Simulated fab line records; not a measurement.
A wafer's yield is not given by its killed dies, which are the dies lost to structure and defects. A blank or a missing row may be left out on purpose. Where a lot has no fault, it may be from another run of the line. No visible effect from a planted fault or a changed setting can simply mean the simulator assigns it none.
fab line records | flow sky130
record: lots: 11 wafers: 33 lastDay: 50
route steps=708 shown LOCAL_INTERCONNECT@388 PAD_OPEN@708
lots untouched by any fault: they come from a run of this same line in which no faults occurred
startH: the number of hours between the record's first day and the start of the first shown wafer of the lot | waitH: how many hours have passed since the lot's step before this one | " repeats the value in the row above | L1.1+2: a row that stands for several wafers | - either no value or no given start | * or withheld: withheld | < > ~ a bound
route shown NAME@n: a module of which the file shows steps, and the number in the route of the first | usual: mean/standard deviation of fault-free wafers | same: alike in all rows | chamber/n: place in a boat | sites: each site's reading | _std_site: their standard deviation | _edge_site: mean of outer sites minus mean of inner sites | radiusMm: how far each site lies from the wafer's centre | mask NAME#n: copy n | behind: the last tool/chamber to shape the wafer | hold: cause of the lot's hold/its duration in hours/its outcome | device: which transistor (n, p or np) failed to switch | end of line: tests of these same wafers at the route's end | step lacking rows: just its recipe | killed: the dies lost at the first sort to structure and to defects; this is not the yield of the wafer | map: per-die view of a wafer (x killed, . not killed, _ where there is no die)
set.NAME: the setting the step ran with; set.NAME@STEP: the setting that earlier step ran with | model.NAME: the simulator's own value behind a step, which no gauge read
one table for each step of the route and one row for each wafer, over a sample of lots
services: from which hour (startH, from the record's first day; less than 0 if before it) a tool's chamber was out of use, for how many hours, and why
== steps ==
step: SKY_LOCAL_INTERCONNECT_RS_MEAS_01
recipe: thkMeasGauge: four-point-probe reads: TiN_of_LOCAL_INTERCONNECT_SPUTTER_00
usual: LOCAL_INTERCONNECT_TIN_RS: 14.17/0.17
columns lot.wafer tool chamber startH waitH LOCAL_INTERCONNECT_TIN_RS[ohm/sq]
L242.2 filmMetro-01 - 697.24 0.1 14.06
L242.4 " - " " 14.14
L242.5 " - " " 14.21
L243.2 filmMetro-04 - 712.61 0.1 14.12
L243.3 " - " " 14.45
L243.6 " - " " 14.42
L248.4 filmMetro-01 - 744.53 0.1 14.32
L248.5 " - " " 14.15
L248.6 " - " " 14.16
L249.1 filmMetro-03 - 755.58 0.0 14.26
L249.2 " - " " 14.27
L249.3 " - " " 14.34
L253.2 filmMetro-03 - 778.84 0.1 14.24
L253.3 " - " " 14.11
L253.6 " - " " 14.33
L252.3 filmMetro-04 - 779.93 0.1 14.03
L252.5 " - " " 14.21
L252.6 " - " " 14.30
L254.1 filmMetro-04 - 790.47 0.0 13.96
L254.2 " - " " 14.16
L254.5 " - " " 13.74
L255.1 filmMetro-01 - 793.42 0.0 14.09
L255.5 " - " " 14.22
L255.6 " - " " 14.08
L256.1 filmMetro-01 - 807.19 0.0 13.83
L256.5 " - " " 13.84
L256.6 " - " " 13.78
L259.1 filmMetro-04 - 828.37 0.0 14.02
L259.2 " - " " 14.20
L259.4 " - " " 14.02
L263.3 filmMetro-01 - 857.88 0.1 14.32
L263.4 " - " " 14.24
L263.5 " - " " 14.26
step: SKY_LOCAL_INTERCONNECT_THK_MEAS_02
recipe: thkMeasGauge: xrf reads: TiN_of_LOCAL_INTERCONNECT_SPUTTER_00
usual: LOCAL_INTERCONNECT_TIN_THK: 99.3/1.2
columns lot.wafer tool chamber startH waitH LOCAL_INTERCONNECT_TIN_THK[nm]
L242.2 filmMetro-01 - 697.35 0.1 99.8
L242.4 " - " " 99.1
L242.5 " - " " 99.0
L243.2 filmMetro-04 - 712.72 0.1 100.1
L243.3 " - " " 98.1
L243.6 " - " " 97.5
L248.4 filmMetro-01 - 744.62 0.1 98.2
L248.5 " - " " 99.8
L248.6 " - " " 99.3
L249.1 filmMetro-03 - 755.70 0.1 98.2
L249.2 " - " " 97.7
L249.3 " - " " 98.2
L253.2 filmMetro-03 - 778.95 0.1 99.1
L253.3 " - " " 100.1
L253.6 " - " " 98.5
L252.3 filmMetro-04 - 780.03 0.1 99.9
L252.5 " - " " 98.7
L252.6 " - " " 98.1
L254.1 filmMetro-04 - 790.59 0.1 100.4
L254.2 " - " " 99.2
L254.5 " - " " 102.0
L255.1 filmMetro-01 - 793.54 0.1 100.1
L255.5 " - " " 99.0
L255.6 " - " " 100.4
L256.1 filmMetro-01 - 807.31 0.1 101.6
L256.5 " - " " 101.8
L256.6 " - " " 102.4
L259.1 filmMetro-04 - 828.49 0.1 100.2
L259.2 " - " " 99.6
L259.4 " - " " 100.9
L263.3 filmMetro-01 - 857.98 0.1 97.8
L263.4 " - " " 98.7
L263.5 " - " " 98.3
step: SKY_LOCAL_INTERCONNECT_CD_MEAS_11
recipe: targetCdNm: 170
usual: cdNm: 169.5/1.2
columns lot.wafer tool chamber startH waitH cdNm
L242.2 cdSem-01 - 724.17 - 169.5
L242.4 " - " " 169.9
L242.5 " - " " 168.9
L243.2 cdSem-02 - 739.61 - 169.6
L243.3 " - " " 171.3
L243.6 " - " " 169.7
L248.4 cdSem-02 - 771.35 - 171.6
L248.5 " - " " 171.0
L248.6 " - " " 170.3
L249.1 cdSem-02 - 781.55 - 168.0
L249.2 " - " " 168.8
L249.3 " - " " 168.5
L253.2 cdSem-02 - 805.77 - 168.0
L253.3 " - " " 169.6
L253.6 " - " " 168.7
L252.3 cdSem-02 - 806.49 - 169.5
L252.5 " - " " 168.1
L252.6 " - " " 166.6
L254.1 cdSem-01 - 817.74 - 169.9
L254.2 " - " " 170.0
L254.5 " - " " 170.3
L255.1 cdSem-01 - 820.04 - 171.4
L255.5 " - " " 171.5
L255.6 " - " " 171.7
L256.1 cdSem-01 - 834.24 - 168.6
L256.5 " - " " 168.7
L256.6 " - " " 168.2
L259.1 cdSem-02 - 854.99 - 170.3
L259.2 " - " " 168.3
L259.4 " - " " 169.3
L263.3 cdSem-01 - 883.48 - 166.6
L263.4 " - " " 168.2
L263.5 " - " " 168.0
step: SKY_LOCAL_INTERCONNECT_ETCH_13
recipe: chemistry: N2/H2 target: BARC ionEnergyEv: 200 biasW: 100 pressureMtorr: 30 n2FlowSccm: 100 h2FlowSccm: 200 icpW: 500 stopOn: SiO2 timeS: 45.9 targetDepthA: 600
usual: drypumpMotorCurrentA: 6.2/0.43 oesProductAu: 0.849/0.0049 throttleValvePct: 13.224/0.0089
same: timeS: 45.9
columns lot.wafer tool chamber startH waitH drypumpMotorCurrentA oesProductAu rfHoursCounterH throttleValvePct
L242.2 rieMetal-02 1 724.31 0.0 6.1 0.846 12 13.220
L242.4 " 1 " " 6.1 0.847 - 13.227
L242.5 " 0 " " 6.5 0.858 - 13.218
L243.2 rieMetal-02 1 739.75 0.0 6.1 0.845 13 13.226
L243.3 " 0 " " 6.5 0.841 - 13.232
L243.6 " 1 " " 6.1 0.851 - 13.215
L248.4 rieMetal-03 0 771.47 0.0 5.5 0.823 - 13.220
L248.5 " 0 " " 5.5 0.825 - 13.207
L248.6 " 1 " " 6.3 0.829 - 13.232
L249.1 rieMetal-03 1 781.71 0.0 6.3 0.822 8 13.232
L249.2 " 0 " " 5.5 0.817 13 13.206
L249.3 " 0 " " 5.4 0.829 - 13.208
L253.2 rieMetal-01 1 805.91 0.0 5.4 0.851 14 13.215
L253.3 " 0 " " 6.5 0.849 - 13.215
L253.6 " 0 " " 6.5 0.848 - 13.232
L252.3 rieMetal-02 0 806.63 0.0 6.6 0.845 - 13.221
L252.5 " 0 " " 6.5 0.856 - 13.232
L252.6 " 1 " " 6.2 0.849 - 13.231
L254.1 rieMetal-02 0 817.89 0.0 6.6 0.845 14 13.228
L254.2 " 1 " " 6.1 0.852 15 13.240
L254.5 " 0 " " 6.6 0.845 - 13.221
L255.1 rieMetal-02 0 820.20 0.0 6.5 0.847 14 13.222
L255.5 " 0 " " 6.5 0.838 - 13.208
L255.6 " 0 " " 6.5 0.853 - 13.220
L256.1 rieMetal-02 0 834.40 0.0 6.5 0.844 15 13.225
L256.5 " 0 " " 6.5 0.853 - 13.224
L256.6 " 1 " " 6.1 0.846 - 13.219
L259.1 rieMetal-01 1 855.14 0.0 5.4 0.844 16 13.216
L259.2 " 0 " " 6.5 0.850 10 13.205
L259.4 " 1 " " 5.4 0.846 - 13.240
L263.3 rieMetal-01 0 883.64 0.1 6.5 0.846 - 13.233
L263.4 " 0 " " 6.5 0.851 - 13.224
L263.5 " 0 " " 6.5 0.850 - 13.219
step: SKY_LOCAL_INTERCONNECT_METAL_ETCH_14
recipe: targetDepthNm: 110 stopOn: PSG chemistry: Cl2/BCl3 target: TiN resistSidewallDeg: 88 pressureMtorr: 10 icpW: 900 biasW: 48.5 Cl2_flow_sccm: 60 bcl3FlowSccm: 30 timeS: 31.4
usual: drypumpMotorCurrentA: 6.2/0.44 oesProductAu: 0.940/0.0074 throttleValvePct: 21.902/0.011
same: timeS: 31.4
columns lot.wafer tool chamber startH waitH drypumpMotorCurrentA oesProductAu rfHoursCounterH throttleValvePct
L242.2 rieMetal-02 1 724.37 0.0 6.1 0.936 12 21.893
L242.4 " 1 " " 6.1 0.947 - 21.887
L242.5 " 0 " " 6.5 0.937 - 21.904
L243.2 rieMetal-02 1 739.81 0.0 6.1 0.942 13 21.899
L243.3 " 0 " " 6.5 0.932 - 21.894
L243.6 " 1 " " 6.1 0.934 - 21.906
L248.4 rieMetal-03 0 771.53 0.0 5.4 0.372 - 22.270
L248.5 " 0 " " 5.4 0.380 - 22.270
L248.6 " 1 " " 6.3 0.395 - 22.240
L249.1 rieMetal-03 1 781.77 0.0 6.3 0.383 8 22.245
L249.2 " 0 " " 5.4 0.376 13 22.268
L249.3 " 0 " " 5.4 0.378 - 22.259
L253.2 rieMetal-01 1 805.97 0.0 5.4 0.941 14 21.894
L253.3 " 0 " " 6.6 0.949 - 21.886
L253.6 " 0 " " 6.6 0.930 - 21.911
L252.3 rieMetal-02 0 806.69 0.0 6.5 0.948 - 21.908
L252.5 " 0 " " 6.5 0.940 - 21.888
L252.6 " 1 " " 6.1 0.935 - 21.912
L254.1 rieMetal-02 0 817.96 0.0 6.6 0.948 14 21.889
L254.2 " 1 " " 6.1 0.943 15 21.896
L254.5 " 0 " " 6.5 0.953 - 21.884
L255.1 rieMetal-02 0 820.32 0.1 6.5 0.945 15 21.893
L255.5 " 0 " " 6.5 0.934 - 21.883
L255.6 " 0 " " 6.5 0.941 - 21.905
L256.1 rieMetal-02 0 834.46 0.0 6.5 0.951 16 21.896
L256.5 " 0 " " 6.6 0.950 - 21.901
L256.6 " 1 " " 6.1 0.952 - 21.901
L259.1 rieMetal-01 1 855.21 0.0 5.4 0.940 16 21.906
L259.2 " 0 " " 6.5 0.941 10 21.908
L259.4 " 1 " " 5.4 0.950 - 21.908
L263.3 rieMetal-01 0 883.76 0.1 6.5 0.939 - 21.923
L263.4 " 0 " " 6.5 0.937 - 21.912
L263.5 " 0 " " 6.5 0.936 - 21.913
step: SKY_LOCAL_INTERCONNECT_STRIP_15
recipe: chemistry: O2/N2 powerW: 1400 pressureMtorr: 1500 platenTempC: withheld o2FlowSccm: 3000 n2FlowSccm: 300 overashFraction: 0.5
usual: drypumpMotorCurrentA: 5.6/0.41 oesProductAu: 0.427/0.0042 stripTimeToEndpointS: 4.708/0.02
columns lot.wafer tool chamber startH waitH drypumpMotorCurrentA oesProductAu rfHoursCounterH stripTimeToEndpointS
L242.2 plasmaAsher-02 1 724.42 0.0 5.9 0.430 62 4.697
L242.4 " 1 " " 5.9 0.425 - 4.699
L242.5 " 0 " " 5.9 0.422 - 4.698
L243.2 plasmaAsher-02 1 739.86 0.0 5.9 0.432 64 4.688
L243.3 " 1 " " 5.9 0.428 - 4.719
L243.6 " 0 " " 5.9 0.425 - 4.696
L248.4 plasmaAsher-02 1 771.59 0.1 5.9 0.431 - 4.841
L248.5 " 0 " " 5.9 0.431 - 4.850
L248.6 " 1 " " 5.9 0.430 - 4.803
L249.1 plasmaAsher-01 1 781.82 0.0 5.2 0.426 104 4.862
L249.2 " 0 " " 5.5 0.446 104 4.861
L249.3 " 0 " " 5.5 0.438 - 4.902
L253.2 plasmaAsher-01 0 806.02 0.0 5.5 0.424 106 4.722
L253.3 " 1 " " 5.2 0.422 - 4.662
L253.6 " 0 " " 5.5 0.430 - 4.695
L252.3 plasmaAsher-04 0 806.75 0.1 5.2 0.426 - 4.707
L252.5 " 1 " " 6.4 0.427 - 4.704
L252.6 " 0 " " 5.1 0.424 - 4.719
L254.1 plasmaAsher-01 0 818.01 0.0 5.5 0.425 107 4.724
L254.2 " 1 " " 5.2 0.434 107 4.722
L254.5 " 0 " " 5.5 0.436 - 4.729
L255.1 plasmaAsher-01 0 820.43 0.1 5.5 0.429 108 4.723
L255.5 " 0 " " 5.5 0.427 - 4.691
L255.6 " 1 " " 5.2 0.430 - 4.703
L256.1 plasmaAsher-04 0 834.51 0.0 5.1 0.428 9 4.714
L256.5 " 0 " " 5.1 0.426 - 4.708
L256.6 " 1 " " 6.5 0.432 - 4.717
L259.1 plasmaAsher-04 0 855.26 0.0 5.2 0.427 11 4.684
L259.2 " 1 " " 6.5 0.427 11 4.690
L259.4 " 1 " " 6.4 0.426 - 4.725
L263.3 plasmaAsher-02 0 883.86 0.1 5.9 0.427 - 4.724
L263.4 " 1 " " 5.9 0.424 - 4.715
L263.5 " 1 " " 5.9 0.428 - 4.728
step: SKY_PAD_OPEN_PROBE_99
usual: killed_at_M0_to_M3: 43/6.8 killed_at_M4_up: 3.1/1.6 killedAtContacts: 24/5.4 killedAtFrontEnd: 16/4.4 killedAtOther: 0.2/0.48 killedDies: 87/8.8 killedOnRim: 17/3.4 killedOpen: 48/6.4 killedShort: 39/6.2
same: grossDies: 492 killedAtBackSide: 0
columns lot.wafer tool chamber startH waitH killed_at_M0_to_M3 killed_at_M4_up killedAtContacts killedAtFrontEnd killedAtOther killedDies killedOnRim killedOpen killedShort
L242.2 prober-01 - 1088.93 0.1 41 3 24 12 1 81 17 38 43
L242.4 prober-01 - 1089.03 0.2 39 1 29 18 0 87 14 53 34
L242.5 prober-01 - 1089.08 0.2 40 4 28 12 1 85 23 52 33
L243.2 prober-02 - 1101.17 0.1 41 3 18 11 0 73 13 41 32
L243.3 prober-02 - 1101.22 0.2 61 3 19 14 0 97 18 48 49
L243.6 prober-02 - 1101.37 0.2 49 1 22 17 0 89 18 54 35
L248.4 prober-01 - 1125.03 0.2 44 4 427 17 0 492 96 51 38
L248.5 prober-01 - 1125.08 0.2 45 4 432 11 0 492 96 53 37
L248.6 prober-01 - 1125.13 0.2 44 1 400 15 0 460 93 51 36
L249.1 prober-02 - 1134.87 0.1 44 2 422 17 0 485 96 54 32
L249.2 prober-02 - 1134.92 0.1 40 6 431 15 0 492 96 50 41
L249.3 prober-02 - 1134.97 0.2 62 5 413 10 0 490 95 59 35
L252.3 prober-01 - 1149.15 0.2 37 0 24 25 0 86 15 47 39
L252.5 prober-01 - 1149.25 0.2 44 3 28 16 0 91 15 58 33
L252.6 prober-01 - 1149.30 0.2 38 3 24 11 0 76 14 43 33
L253.2 prober-02 - 1151.74 0.1 44 3 17 13 0 77 15 37 40
L253.3 prober-02 - 1151.79 0.2 45 5 21 9 0 80 16 48 32
L253.6 prober-02 - 1151.94 0.2 40 5 15 7 1 68 14 35 33
L254.1 prober-01 - 1157.82 0.1 42 3 30 16 0 91 16 55 36
L254.2 prober-01 - 1157.87 0.1 42 7 25 16 0 90 23 44 46
L254.5 prober-01 - 1158.02 0.2 53 2 28 12 0 95 22 52 43
L255.1 prober-02 - 1159.23 0.1 41 4 26 18 0 89 15 41 48
L255.5 prober-02 - 1159.43 0.2 40 6 27 19 0 92 19 42 50
L255.6 prober-02 - 1159.48 0.2 51 3 17 17 0 88 18 46 42
L256.1 prober-01 - 1172.28 0.1 39 2 21 15 1 78 15 44 34
L256.5 prober-01 - 1172.48 0.2 50 3 24 9 0 86 14 54 32
L256.6 prober-01 - 1172.53 0.2 51 3 14 12 0 80 13 48 32
L259.1 prober-02 - 1185.07 0.1 51 3 21 12 0 87 17 44 43
L259.2 prober-02 - 1185.12 0.1 42 2 19 17 0 80 18 46 34
L259.4 prober-02 - 1185.22 0.2 38 3 24 15 0 80 18 39 41
L263.3 prober-02 - 1202.24 0.2 46 0 16 14 0 76 13 46 30
L263.4 prober-02 - 1202.29 0.2 36 2 30 15 0 83 14 47 36
L263.5 prober-02 - 1202.34 0.2 44 5 36 23 0 108 19 50 58
killed by level:class
L242.2 VIA2:geometricParticle:short=8 CONTACT:geometricParticle:open=8 METAL1:geometricParticle:short=8 VIA1:geometricParticle:open=7 LI_CONTACT:geometricParticle:open=7 VIA3:geometricParticle:open=6 POLY_GATE:geometricParticle:open=5 CONTACT:geometricParticle:short=5
L242.4 VIA1:geometricParticle:open=12 LOCAL_INTERCONNECT:geometricParticle:short=7 VIA3:geometricParticle:open=6 POLY_GATE:geometricParticle:open=6 CONTACT:geometricParticle:open=6 LI_CONTACT:geometricParticle:open=6 CONTACT:geometricParticle:short=6 VIA2:geometricParticle:open=6
L242.5 LI_CONTACT:geometricParticle:open=11 CONTACT:geometricParticle:open=9 VIA3:geometricParticle:open=7 VIA2:geometricParticle:open=7 VIA2:geometricParticle:short=6 VIA1:geometricParticle:open=6 METAL1:geometricParticle:short=5 FIELD_ISO:geometricParticle:open=4
L243.2 VIA1:geometricParticle:open=9 VIA2:geometricParticle:open=8 LI_CONTACT:geometricParticle:open=6 VIA3:geometricParticle:open=6 LOCAL_INTERCONNECT:geometricParticle:short=5 VIA1:geometricParticle:short=4 POLY_GATE:geometricParticle:open=3 POLY_GATE:geometricParticle:short=3
L243.3 VIA1:geometricParticle:open=14 METAL2:geometricParticle:short=12 METAL1:geometricParticle:short=10 VIA3:geometricParticle:open=7 LI_CONTACT:geometricParticle:open=7 CONTACT:geometricParticle:short=5 VIA2:geometricParticle:short=5 FIELD_ISO:geometricParticle:open=4
L243.6 VIA1:geometricParticle:open=12 CONTACT:geometricParticle:open=10 POLY_GATE:geometricParticle:open=9 VIA1:geometricParticle:short=9 METAL1:geometricParticle:short=7 VIA2:geometricParticle:open=6 LI_CONTACT:geometricParticle:open=5 VIA3:geometricParticle:short=4
L248.4 LOCAL_INTERCONNECT:areaEtch=403 VIA1:geometricParticle:open=10 LI_CONTACT:geometricParticle:open=8 CONTACT:geometricParticle:open=7 VIA3:geometricParticle:open=7 VIA1:geometricParticle:short=6 FIELD_ISO:geometricParticle:short=5 LOCAL_INTERCONNECT:geometricParticle:short=4
L248.5 LOCAL_INTERCONNECT:areaEtch=402 CONTACT:geometricParticle:open=9 LI_CONTACT:geometricParticle:open=8 VIA1:geometricParticle:open=8 VIA2:geometricParticle:open=8 VIA3:geometricParticle:open=7 METAL2:geometricParticle:short=6 CONTACT:geometricParticle:short=5
L248.6 LOCAL_INTERCONNECT:areaEtch=373 VIA1:geometricParticle:open=12 CONTACT:geometricParticle:open=11 VIA3:geometricParticle:open=8 VIA2:geometricParticle:open=6 LOCAL_INTERCONNECT:geometricParticle:short=5 CONTACT:geometricParticle:short=5 SPACER:geometricParticle:short=4
L249.1 LOCAL_INTERCONNECT:areaEtch=399 VIA1:geometricParticle:open=9 LI_CONTACT:geometricParticle:open=9 VIA3:geometricParticle:open=9 CONTACT:geometricParticle:open=5 METAL1:geometricParticle:open=5 FIELD_ISO:geometricParticle:open=4 FIELD_ISO:geometricParticle:short=4
L249.2 LOCAL_INTERCONNECT:areaEtch=401 CONTACT:geometricParticle:open=13 VIA1:geometricParticle:open=9 METAL1:geometricParticle:short=8 CONTACT:geometricParticle:short=7 LI_CONTACT:geometricParticle:open=5 METAL2:geometricParticle:short=5 VIA2:geometricParticle:open=5
L249.3 LOCAL_INTERCONNECT:areaEtch=396 VIA1:geometricParticle:open=22 CONTACT:geometricParticle:open=9 VIA3:geometricParticle:open=9 METAL2:geometricParticle:short=8 METAL1:geometricParticle:short=5 VIA1:geometricParticle:short=5 VIA3:geometricParticle:short=5
L252.3 VIA1:geometricParticle:open=7 VIA2:geometricParticle:open=7 VIA3:geometricParticle:open=7 CONTACT:geometricParticle:short=6 FIELD_ISO:geometricParticle:short=5 POLY_GATE:geometricParticle:short=5 LI_CONTACT:geometricParticle:open=5 CONTACT:geometricParticle:open=5
L252.5 CONTACT:geometricParticle:open=13 VIA1:geometricParticle:open=11 VIA2:geometricParticle:open=11 METAL2:geometricParticle:short=7 LI_CONTACT:geometricParticle:open=7 FIELD_ISO:geometricParticle:open=6 METAL1:geometricParticle:short=5 POLY_GATE:geometricParticle:short=4
L252.6 LI_CONTACT:geometricParticle:open=7 CONTACT:geometricParticle:open=7 VIA1:geometricParticle:open=7 CONTACT:geometricParticle:short=6 METAL2:geometricParticle:short=6 VIA3:geometricParticle:open=6 VIA2:geometricParticle:short=5 VIA2:geometricParticle:open=5
L253.2 VIA1:geometricParticle:open=13 METAL1:geometricParticle:short=8 CONTACT:geometricParticle:open=6 METAL2:geometricParticle:short=6 VIA3:geometricParticle:short=5 POLY_GATE:geometricParticle:open=4 LOCAL_INTERCONNECT:geometricParticle:short=4 VIA1:geometricParticle:short=4
L253.3 VIA1:geometricParticle:open=11 CONTACT:geometricParticle:open=7 METAL2:geometricParticle:short=7 VIA2:geometricParticle:open=7 LI_CONTACT:geometricParticle:open=5 METAL1:geometricParticle:short=5 VIA3:geometricParticle:open=4 POLY_GATE:geometricParticle:open=3
L253.6 VIA1:geometricParticle:open=9 VIA3:geometricParticle:open=8 LI_CONTACT:geometricParticle:open=6 VIA1:geometricParticle:short=6 METAL2:geometricParticle:short=5 METAL4:geometricParticle:short=4 METAL3:geometricParticle:short=4 LI_CONTACT:geometricParticle:short=3
L254.1 VIA1:geometricParticle:open=13 CONTACT:geometricParticle:open=11 CONTACT:geometricParticle:short=8 FIELD_ISO:geometricParticle:open=7 VIA3:geometricParticle:open=7 LOCAL_INTERCONNECT:geometricParticle:short=5 LI_CONTACT:geometricParticle:open=4 VIA2:geometricParticle:open=4
L254.2 VIA3:geometricParticle:open=9 CONTACT:geometricParticle:open=8 FIELD_ISO:geometricParticle:short=7 VIA1:geometricParticle:open=7 LI_CONTACT:geometricParticle:open=5 METAL1:geometricParticle:short=5 VIA2:geometricParticle:open=5 METAL4:geometricParticle:short=5
L254.5 VIA1:geometricParticle:open=15 LI_CONTACT:geometricParticle:open=9 VIA2:geometricParticle:open=8 CONTACT:geometricParticle:open=6 CONTACT:geometricParticle:short=6 VIA3:geometricParticle:short=5 METAL2:geometricParticle:short=5 VIA2:geometricParticle:short=5
L255.1 CONTACT:geometricParticle:open=10 FIELD_ISO:geometricParticle:short=8 METAL1:geometricParticle:short=6 VIA1:geometricParticle:short=6 VIA3:geometricParticle:open=6 VIA1:geometricParticle:open=5 METAL2:geometricParticle:short=5 VIA2:geometricParticle:open=5
L255.5 CONTACT:geometricParticle:short=10 CONTACT:geometricParticle:open=9 METAL1:geometricParticle:short=9 VIA1:geometricParticle:open=8 POLY_GATE:geometricParticle:open=6 POLY_GATE:geometricParticle:short=6 LI_CONTACT:geometricParticle:open=5 VIA1:geometricParticle:short=5
L255.6 VIA1:geometricParticle:open=16 VIA3:geometricParticle:open=9 LOCAL_INTERCONNECT:geometricParticle:short=5 VIA3:geometricParticle:short=5 VIA2:geometricParticle:open=5 POLY_GATE:geometricParticle:open=4 POLY_GATE:geometricParticle:short=4 CONTACT:geometricParticle:short=4
L256.1 CONTACT:geometricParticle:open=10 VIA1:geometricParticle:open=7 LI_CONTACT:geometricParticle:open=6 METAL1:geometricParticle:short=6 VIA3:geometricParticle:open=6 VIA2:geometricParticle:open=5 POLY_GATE:geometricParticle:open=4 VIA1:geometricParticle:short=4
L256.5 VIA1:geometricParticle:open=14 VIA3:geometricParticle:open=12 LI_CONTACT:geometricParticle:open=10 CONTACT:geometricParticle:open=5 METAL1:geometricParticle:short=5 VIA1:geometricParticle:short=5 FIELD_ISO:geometricParticle:open=4 LOCAL_INTERCONNECT:geometricParticle:short=4
L256.6 VIA1:geometricParticle:open=11 VIA2:geometricParticle:open=10 LI_CONTACT:geometricParticle:open=6 VIA3:geometricParticle:short=6 CONTACT:geometricParticle:open=6 FIELD_ISO:geometricParticle:open=5 METAL1:geometricParticle:short=4 METAL2:geometricParticle:short=4
L259.1 VIA2:geometricParticle:open=11 VIA3:geometricParticle:open=7 CONTACT:geometricParticle:open=7 VIA1:geometricParticle:open=7 METAL2:geometricParticle:short=6 METAL1:geometricParticle:short=6 LOCAL_INTERCONNECT:geometricParticle:short=5 CONTACT:geometricParticle:short=4
L259.2 METAL1:geometricParticle:short=10 LI_CONTACT:geometricParticle:open=9 VIA1:geometricParticle:open=7 FIELD_ISO:geometricParticle:open=5 CONTACT:geometricParticle:open=5 VIA3:geometricParticle:open=5 FIELD_ISO:geometricParticle:short=4 POLY_GATE:geometricParticle:short=4
L259.4 LI_CONTACT:geometricParticle:open=8 METAL2:geometricParticle:short=8 LOCAL_INTERCONNECT:geometricParticle:short=6 VIA3:geometricParticle:open=6 CONTACT:geometricParticle:short=6 VIA1:geometricParticle:open=5 VIA2:geometricParticle:open=5 METAL1:geometricParticle:short=4
L263.3 VIA1:geometricParticle:open=12 CONTACT:geometricParticle:open=9 VIA2:geometricParticle:short=7 METAL1:geometricParticle:short=6 VIA2:geometricParticle:open=6 FIELD_ISO:geometricParticle:open=4 LI_CONTACT:geometricParticle:open=4 METAL2:geometricParticle:short=4
L263.4 VIA1:geometricParticle:open=10 CONTACT:geometricParticle:open=9 VIA2:geometricParticle:open=7 LI_CONTACT:geometricParticle:short=6 LI_CONTACT:geometricParticle:open=6 VIA1:geometricParticle:short=6 CONTACT:geometricParticle:short=4 FIELD_ISO:geometricParticle:short=3
L263.5 VIA1:geometricParticle:open=14 CONTACT:geometricParticle:open=14 METAL1:geometricParticle:short=9 CONTACT:geometricParticle:short=7 VIA1:geometricParticle:short=7 LOCAL_INTERCONNECT:geometricParticle:short=6 FIELD_ISO:geometricParticle:short=4 POLY_GATE:geometricParticle:short=4
== services ==
columns tool chamber startH hours kind
rieMetal-01 1 719.49 23.5 repair
rieMetal-02 - 727.24 1.4 pm
rieMetal-03 - 731.74 2.8 pm
plasmaAsher-04 - 733.75 9.0 pm
plasmaAsher-04 0 733.75 9.0 ventCycle
plasmaAsher-04 1 733.75 9.0 ventCycle
plasmaAsher-04 0 742.75 - clean
plasmaAsher-04 - 758.64 0.5 repair
rieMetal-02 0 760.33 1.3 repair
plasmaAsher-02 - 763.84 2.3 repair
plasmaAsher-02 - 781.15 2.4 repair
rieMetal-01 - 811.77 2.8 pm
plasmaAsher-04 - 817.74 1.2 repair
rieMetal-02 1 819.32 - clean
rieMetal-02 1 819.32 12.7 scheduledDown
rieMetal-02 1 819.32 12.7 ventCycle
rieMetal-03 - 825.80 2.1 repair
rieMetal-02 0 840.35 - clean
rieMetal-02 0 840.35 21.1 scheduledDown
rieMetal-02 0 840.35 21.1 ventCycle
plasmaAsher-04 - 861.71 22.3 repair
rieMetal-01 1 873.87 - clean
rieMetal-01 1 873.87 24.4 scheduledDown
rieMetal-01 1 873.87 24.4 ventCycle
== key ==
firstSign: step: SKY_LOCAL_INTERCONNECT_ETCH_13 reading: oesProductAu direction: down sigmas: 5.1 usual: 0.849 struck: 0.824
effect: step: SKY_LOCAL_INTERCONNECT_METAL_ETCH_14 reading: oesProductAu direction: down sigmas: 75 usual: 0.940 struck: 0.381
effect: step: SKY_LOCAL_INTERCONNECT_STRIP_15 reading: stripTimeToEndpointS direction: up sigmas: 7.3 usual: * struck: *
effect: step: SKY_PAD_OPEN_PROBE_99 reading: killedAtContacts direction: up sigmas: 73 usual: 24 struck: 421
moreKillsBornAt: SKY_LOCAL_INTERCONNECT_ETCH_13@rieMetal-03: 2374
metAt SKY_LOCAL_INTERCONNECT_ETCH_13
struckLots L248,L249
laterRowsLeftOut L248.4,L248.5,L248.6,L249.1,L249.2,L249.3
testerLeftOut L248,L249
notActingAt SKY_LOCAL_INTERCONNECT_RS_MEAS_01,SKY_LOCAL_INTERCONNECT_THK_MEAS_02,SKY_LOCAL_INTERCONNECT_CD_MEAS_11
fault: kind: processParameterDrift tool: rieMetal-03 chamber: - onsetH: 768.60 steps: SKY_LOCAL_INTERCONNECT_ETCH_13 channel: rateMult offset: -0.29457 shape: step endH: 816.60
testerLeftOut: of these lots the tester's yield and bins aren't shown, on N5 and GAA mostly nor the transistor test; their killed dies are dies lost to structure and defects alone, not to doping, threshold or leakage, so they don't give the yield
laterRowsLeftOut: the simulator's readings of these wafers behind a module that went badly wrong aren't trusted and aren't shown, but for the sort
